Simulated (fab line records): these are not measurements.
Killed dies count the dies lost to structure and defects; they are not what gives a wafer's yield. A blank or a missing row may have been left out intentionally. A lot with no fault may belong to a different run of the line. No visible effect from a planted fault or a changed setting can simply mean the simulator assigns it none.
A struck lot beside a sound one / flow gf180mcu / 16 out of 602 route steps
Sound: the wafers L485.1, L485.3, L485.4. Wafers struck: L492.1, L492.4, L492.6. Last of all comes the cause.
Each step with rows lists, per side, the tool, then ch with its chambers, then its first start. Under that, the readings that differ: sound wafers / struck wafers / difference of the means / sigmas: that difference in standard deviations of wafers without a fault.
alike: same words and numbers on both sides, and readings whose means sit less than 2 such deviations apart. not compared: any withheld reading, any reading some wafer has no value for, any bound like >300 that may hide the same value, and any number with overlapping values for which the record gives no deviation.
Wherever a step has rows on one side only, a row that says differs or no value, or a row with sigmas, the two part there. Numbers that don't overlap but have no deviation are shown without sigmas and don't part them. A reading missing from all wafers of one side parts the sides only when that side holds two or more wafers.

GF_MIM_STRIP_20: strips in O2/N2.
  sound on plasma_asher-02 ch 0,1, day 28 04:35; struck on plasma_asher-02 ch 0,1, day 30 17:34
  alike: chamber_pressure_mTorr, drypump_motor_current_A, heater_power_w, oes_product_au, strip_time_to_endpoint_s
  not compared: rf_hours_counter_h
then, 9 steps without rows for these wafers: GF_MIM_STRIP_21 (strips in post etch residue remover, time 1200 s); GF_MIM_CLEAN_22 (cleans in DIW); GF_M5_DEHYDRATE_00 (time 60 s); GF_M5_HMDS_01 (prime time 60 s); GF_M5_COAT_02 (resist thk 1000 nm); GF_M5_SOFTBAKE_03 (time 60 s); GF_M5_EXPOSE_04 (exposes mask Metal5, target cd 280 nm); GF_M5_PEB_05 (peb time 90 s); GF_M5_DEVELOP_06 (develop time 60 s).
GF_M5_CD_MEAS_07: the cd target is 280 nm.
  sound: cd_sem-01 at day 28 19:52; struck: cd_sem-02 at day 31 11:04
reading=cd_nm (nm); sound=280.7 280.5 281.0; struck=278.6 278.0 277.6; difference=-2.7; sigmas=-2
GF_M5_OVL_MEAS_08:
  sound: overlay-02 at day 28 19:59; struck: overlay-01 at day 31 11:11
  alike: M5_OVL
GF_M5_ETCH_09: etches Si3N4 in CF4/O2, target depth 52 nm, time 11.6 s.
  sound on rie_diel-04 ch 0,1,2, day 28 20:01; struck on rie_diel-02 ch 1,3, day 31 11:13
  no value came back on the struck wafers for any of 7 readings (O2_flow_sccm (sccm), bias_w (W) and others); on the sound wafers O2_flow_sccm (sccm) reads 9.987 10.034 9.977
reading=model.KrF_of_M5_COAT_02.thk_nm (nm); sound=950.1 951.1 951.8; struck=986.1 984.7 983.6; difference=+33.8; sigmas=
GF_M5_METAL_ETCH_10: etches the open film in Cl2/BCl3, stops on SiO2, target depth 627.5 nm, time 104.6 s.
  sound on rie_metal-04 ch 0,1, day 28 20:02; struck on rie_metal-01 ch 0, day 31 11:15
reading=model.KrF_of_M5_COAT_02.thk_nm (nm); sound=703.5 704 688.1; struck=733.4 730.6 733.8; difference=+34.1; sigmas=
  alike: bcl3_flow_sccm, bias_w, chamber_pressure_mTorr, drypump_motor_current_A, oes_product_au, throttle_valve_pct
  not compared: rf_hours_counter_h
GF_M5_STRIP_11: strips in O2/N2.
  sound on plasma_asher-03 ch 0,1, day 28 20:09; struck on plasma_asher-03 ch 0,1, day 31 11:22
reading=oes_product_au (a.u.); sound=0.542 0.540 0.533; struck=0.557 0.557 0.552; difference=+0.017; sigmas=+3
reading=strip_time_to_endpoint_s (s); sound=7.56 7.57 7.43; struck=7.87 7.83 7.87; difference=+0.34; sigmas=+5
  alike: chamber_pressure_mTorr, drypump_motor_current_A, heater_power_w
  not compared: rf_hours_counter_h
then, 1 step without rows for these wafers: GF_M5_STRIP_12 (strips in post etch residue remover, time 1200 s).

== WHERE THEY PART ==
At GF_M5_CD_MEAS_07 first; at GF_M5_STRIP_11 last (within this record only).

WHY: what had been put in by the simulator
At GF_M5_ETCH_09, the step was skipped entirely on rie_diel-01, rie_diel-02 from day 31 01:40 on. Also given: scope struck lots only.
